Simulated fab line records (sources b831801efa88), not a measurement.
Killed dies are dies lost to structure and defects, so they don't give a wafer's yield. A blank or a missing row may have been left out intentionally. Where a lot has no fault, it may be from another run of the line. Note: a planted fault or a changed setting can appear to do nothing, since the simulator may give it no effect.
Which tool was responsible?	flow sky130	11 lots with 33 wafers sampled at 2 steps, on a route of 708 steps

## WHAT THE GAUGES SHOWED, per wafer
SKY_METAL1_OVL_MEAS_16.
lot	measured	on	METAL1_OVL (nm)
L597	day 33 01:19	overlay-02	-3 -7 -3
L598	day 33 08:37	overlay-02	-4 3 -1
L599	day 33 18:43	overlay-02	9 7 8
L600	day 34 00:13	overlay-02	3 -2 -2
L602	day 35 18:46	overlay-02	0 0 -1
L604	day 35 20:04	overlay-02	-1 -1 0
L605	day 35 20:41	overlay-01	-13 -9 -12
L610	day 37 03:08	overlay-01	2 -6 -1
L614	day 38 07:43	overlay-02	-11 -8 -10
L615	day 38 11:13	overlay-01	2 1 2
L619	day 39 14:40	overlay-01	-9 -10 -7

## EACH LOT AND THE TOOL THAT RAN IT (in order: tool; ch and the chambers of the sampled wafers; start)
lot	SKY_METAL1_SPUTTER_00
L597	pvd sputter-04, day 31 21:38
L598	pvd sputter-02, day 32 05:29
L599	pvd sputter-01, day 32 15:41
L600	pvd sputter-02, day 32 21:17
L602	pvd sputter-02, day 34 16:00
L604	pvd sputter-04, day 34 17:23
L605	pvd sputter-01, day 34 17:42
L610	pvd sputter-04, day 36 00:41
L614	pvd sputter-02, day 37 06:19
L615	pvd sputter-04, day 37 09:45
L619	pvd sputter-01, day 38 15:05
- SKY_METAL1_SPUTTER_00: material Ti, target thk 15 nm, time 10 s.

## THE ANSWER, worked out from the rows above alone
Rule: usual is defined by the lots themselves. Put in order of their means at a reading, lots are off if they are a third of the lots or fewer, leave a main group of 4 or more, and stand apart from it by a gap of 3 or more times the standard deviation of the main group's means; of several such gaps the widest counts. If all means in a main group match to the digits the tables above print for the reading, that group is not used. Also off: a lot with no number at a reading for which 4 or more lots have one. The other lots that the step has rows for count as sound.
No lot is off on any of the readings shown, so nothing can be concluded from this.

## WHAT WAS PUT IN BY THE SIMULATOR
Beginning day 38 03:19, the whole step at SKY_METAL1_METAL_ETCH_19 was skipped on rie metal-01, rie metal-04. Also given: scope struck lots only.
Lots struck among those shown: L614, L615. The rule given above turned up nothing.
